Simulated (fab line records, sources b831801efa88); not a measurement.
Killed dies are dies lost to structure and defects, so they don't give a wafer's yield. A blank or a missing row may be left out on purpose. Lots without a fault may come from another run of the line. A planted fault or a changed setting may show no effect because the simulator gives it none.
Which tool did it? | flow gf180mcu | 11 lots, 33 wafers sampled, at 6 steps of a route of 602

WHAT THE GAUGES READ, wafer by wafer
GF_V1_THK_MEAS_03. Usual: V1_CVD_02_THK 850 nm, standard deviation 12.
lot  | measured     | on            | V1_CVD_02_THK (nm) | flag
L311 | day 17 10:10 | film_metro-02 | 843 856 854        |
L315 | day 18 21:01 | film_metro-02 | 839 823 861        |
L317 | day 19 15:53 | film_metro-03 | 845 851 859        |
L316 | day 19 17:51 | film_metro-02 | 835 832 834        |
L319 | day 20 11:53 | film_metro-03 | 959 983 975        | OFF
L321 | day 21 07:40 | film_metro-02 | 982 979 988        | OFF
L325 | day 22 15:22 | film_metro-02 | 842 825 837        |
L329 | day 23 22:29 | film_metro-01 | 847 858 863        |
L330 | day 24 03:44 | film_metro-02 | 858 854 856        |
L332 | day 24 20:36 | film_metro-02 | 850 858 859        |
L333 | day 25 13:02 | film_metro-01 | 845 832 841        |

GF_V1_OVL_MEAS_15. Usual: V1_OVL -3 nm, standard deviation 4.4.
lot  | measured     | on         | V1_OVL (nm) | flag
L311 | day 18 09:46 | overlay-02 | -4 8 6      |
L315 | day 19 21:22 | overlay-01 | -4 -4 -8    |
L317 | day 20 16:15 | overlay-01 | 3 3 2       |
L316 | day 20 18:54 | overlay-02 | -5 -3 1     |
L319 | day 21 12:31 | overlay-02 | 1 -5 -2     |
L321 | day 22 07:44 | overlay-01 | -1 -3 -2    |
L325 | day 23 14:29 | overlay-02 | 0 -2 -2     |
L329 | day 24 21:13 | overlay-01 | -7 -7 -7    |
L330 | day 25 02:04 | overlay-02 | -11 -4 -2   |
L332 | day 25 18:24 | overlay-02 | -5 -4 -5    |
L333 | day 26 10:03 | overlay-02 | -5 -8 -5    |

WHICH TOOL RAN EACH LOT (tool, then ch and the chambers of the sampled wafers, then the start)
lot  | GF_CONTACT_ETCH_16                 | GF_M1_SPUTTER_02             | GF_V1_CVD_02                    | GF_V1_CMP_04
L311 | rie_diel-04 ch 0,1,3, day 16 11:17 | pvd_sputter-02, day 16 12:40 | pecvd-04 ch 0,2, day 17 10:04   | cmp-01 ch 1,3, day 17 10:12
L315 | rie_diel-04 ch 0,2,3, day 17 18:36 | pvd_sputter-04, day 17 20:00 | pecvd-01 ch 0,1,2, day 18 20:56 | cmp-02 ch 0,1,2, day 18 21:04
L317 | rie_diel-04 ch 1,2,3, day 18 13:27 | pvd_sputter-02, day 18 14:50 | pecvd-01 ch 1,2, day 19 15:49   | cmp-01 ch 0,2,3, day 19 15:57
L316 | rie_diel-04 ch 0,1,3, day 18 16:05 | pvd_sputter-01, day 18 17:22 | pecvd-03 ch 0,1,2, day 19 17:47 | cmp-02 ch 0,2,3, day 19 17:58
L319 | rie_diel-04 ch 0,1,2, day 19 09:18 | pvd_sputter-02, day 19 10:35 | pecvd-01 ch 0,2, day 20 11:47   | cmp-02 ch 1,3, day 20 11:56
L321 | rie_diel-04 ch 1,2,3, day 20 05:11 | pvd_sputter-04, day 20 06:28 | pecvd-01 ch 0,1,2, day 21 07:35 | cmp-01 ch 1,2,3, day 21 07:52
L325 | rie_diel-04 ch 0,2,3, day 21 13:50 | pvd_sputter-01, day 21 15:07 | pecvd-03 ch 1,2, day 22 15:17   | cmp-02 ch 0,1, day 22 15:25
L329 | rie_diel-03 ch 0,3, day 22 21:44   | pvd_sputter-01, day 22 23:00 | pecvd-03 ch 0,1,2, day 23 22:26 | cmp-01 ch 1,2,3, day 23 22:40
L330 | rie_diel-04 ch 0,1, day 23 02:50   | pvd_sputter-04, day 23 04:07 | pecvd-01 ch 0,1,2, day 24 03:40 | cmp-02 ch 0,1,3, day 24 03:57
L332 | rie_diel-04 ch 0,2,3, day 23 19:38 | pvd_sputter-01, day 23 21:00 | pecvd-01 ch 1,2, day 24 20:31   | cmp-02 ch 2,3, day 24 20:47
L333 | rie_diel-02 ch 0,1,3, day 24 13:11 | pvd_sputter-02, day 24 14:27 | pecvd-03 ch 0,1,2, day 25 12:58 | cmp-02 ch 0,1,2, day 25 13:06
- GF_CONTACT_ETCH_16: etches BARC in N2/H2.
- GF_M1_SPUTTER_02: material AlCu, target thk 450 nm, time 23.9 s.
- GF_V1_CVD_02: deposits SiO2 from TEOS, target thk 850 nm, time 94.851 s.
- GF_V1_CMP_04: polishes SiO2.

WHAT THE TOOLS THEMSELVES READ (means of the sampled wafers that have a number; where no wafer has one, the mark that the record gives instead)
GF_CONTACT_ETCH_16. Usual: drypump_motor_current_A 6.0 A, standard deviation 0.37; h2_flow_sccm 200.0 sccm, standard deviation 0.55; oes_product_au 0.854 a.u., standard deviation 0.0047; throttle_valve_pct 13.224 %, standard deviation 0.0097.
lot  | tool        | drypump_motor_current_A (A) | h2_flow_sccm (sccm) | oes_product_au (a.u.) | throttle_valve_pct (%) | flag
L311 | rie_diel-04 | 5.8                         | 199.9               | 0.851                 | 13.226                 |
L315 | rie_diel-04 | 6.1                         | 199.8               | 0.853                 | 13.219                 |
L317 | rie_diel-04 | 6.2                         | 199.8               | 0.850                 | 13.228                 |
L316 | rie_diel-04 | 5.8                         | 200.7               | 0.851                 | 13.226                 |
L319 | rie_diel-04 | 6.0                         | 199.9               | 0.853                 | 13.230                 |
L321 | rie_diel-04 | 6.2                         | 200.1               | 0.856                 | 13.227                 |
L325 | rie_diel-04 | 6.1                         | 199.7               | 0.854                 | 13.216                 |
L329 | rie_diel-03 | 5.9                         | 200.2               | 0.854                 | 13.227                 |
L330 | rie_diel-04 | 5.8                         | 199.4               | 0.851                 | 13.222                 |
L332 | rie_diel-04 | 6.1                         | 199.7               | 0.854                 | 13.228                 |
L333 | rie_diel-02 | 5.9                         | 200.9               | 0.851                 | 13.222                 |

GF_M1_SPUTTER_02. Usual: throttle_valve_pct 29.8 %, standard deviation 1.3.
lot  | tool           | throttle_valve_pct (%) | flag
L311 | pvd_sputter-02 | 29.5                   |
L315 | pvd_sputter-04 | 30.0                   |
L317 | pvd_sputter-02 | 29.9                   |
L316 | pvd_sputter-01 | 29.4                   |
L319 | pvd_sputter-02 | 29.7                   |
L321 | pvd_sputter-04 | 31.0                   |
L325 | pvd_sputter-01 | 28.4                   |
L329 | pvd_sputter-01 | 28.6                   |
L330 | pvd_sputter-04 | 29.7                   |
L332 | pvd_sputter-01 | 29.7                   |
L333 | pvd_sputter-02 | 30.0                   |

GF_V1_CVD_02. Usual: heater_power_w 649 W, standard deviation 100; run_length_s 122.8 s, standard deviation 0.57; susceptor_temp_C 399.99 C, standard deviation 0.23.
lot  | tool     | heater_power_w (W) | run_length_s (s) | susceptor_temp_C (C) | flag
L311 | pecvd-04 | 686                | 123.0            | 400.05               |
L315 | pecvd-01 | 658                | 122.8            | 399.94               |
L317 | pecvd-01 | 673                | 122.6            | 400.02               |
L316 | pecvd-03 | 620                | 123.1            | 400.15               |
L319 | pecvd-01 | 693                | 137.6            | 399.96               | OFF
L321 | pecvd-01 | 670                | 137.4            | 399.87               | OFF
L325 | pecvd-03 | 550                | 123.1            | 399.95               |
L329 | pecvd-03 | 646                | 122.7            | 400.17               |
L330 | pecvd-01 | 650                | 122.6            | 400.04               |
L332 | pecvd-01 | 679                | 122.6            | 399.81               |
L333 | pecvd-03 | 595                | 122.5            | 399.75               |

GF_V1_CMP_04. Usual: head_pressure_psi 3.999 psi, standard deviation 0.0091; motor_current_A 12.8 A, standard deviation 0.99; platen_rpm 60.00 rpm, standard deviation 0.046; time_to_endpoint_s 79 s, standard deviation 5.4.
lot  | tool   | head_pressure_psi (psi) | motor_current_A (A) | platen_rpm (rpm) | time_to_endpoint_s (s) | flag
L311 | cmp-01 | 3.996                   | 14.1                | 59.99            | 79                     |
L315 | cmp-02 | 4.000                   | 12.3                | 59.97            | 75                     |
L317 | cmp-01 | 3.998                   | 13.1                | 59.96            | 82                     |
L316 | cmp-02 | 3.999                   | 12.0                | 60.01            | 68                     |
L319 | cmp-02 | 4.006                   | 11.8                | 60.05            | 124                    | OFF
L321 | cmp-01 | 4.001                   | 13.8                | 60.01            | 126                    | OFF
L325 | cmp-02 | 4.002                   | 11.9                | 59.97            | 80                     |
L329 | cmp-01 | 4.001                   | 14.0                | 59.97            | 80                     |
L330 | cmp-02 | 3.996                   | 11.7                | 60.00            | 82                     |
L332 | cmp-02 | 4.007                   | 11.6                | 60.00            | 79                     |
L333 | cmp-02 | 3.998                   | 12.1                | 59.97            | 71                     |

THE ANSWER, worked out from the rows above alone
Rule: a lot is off if the mean of its wafers that have a number lies more than 3 standard deviations from the usual mean. A lot without any number at a reading at which 4 lots or more have one is off too. The other lots that the step has rows for count as sound. The gauges are gone through in route order, then the tools' own readings, and for those a lot's mean is taken as printed above. The first step at which some lot is off is used, and at that step the reading that is off furthest; a lot without a number counts as furthest.
Off: L319, L321, at GF_V1_THK_MEAS_03 (V1_CVD_02_THK).
A tool fits if, at a process step before that reading, it ran every lot that is off, and no sound lot after the first of them. The gauges at GF_V1_THK_MEAS_03 aren't tried: what is off there is off at GF_V1_CVD_02 too, on other tools, and a gauge's error can't cause that. None of those tried fits.

WHAT THE SIMULATOR HAD PUT IN
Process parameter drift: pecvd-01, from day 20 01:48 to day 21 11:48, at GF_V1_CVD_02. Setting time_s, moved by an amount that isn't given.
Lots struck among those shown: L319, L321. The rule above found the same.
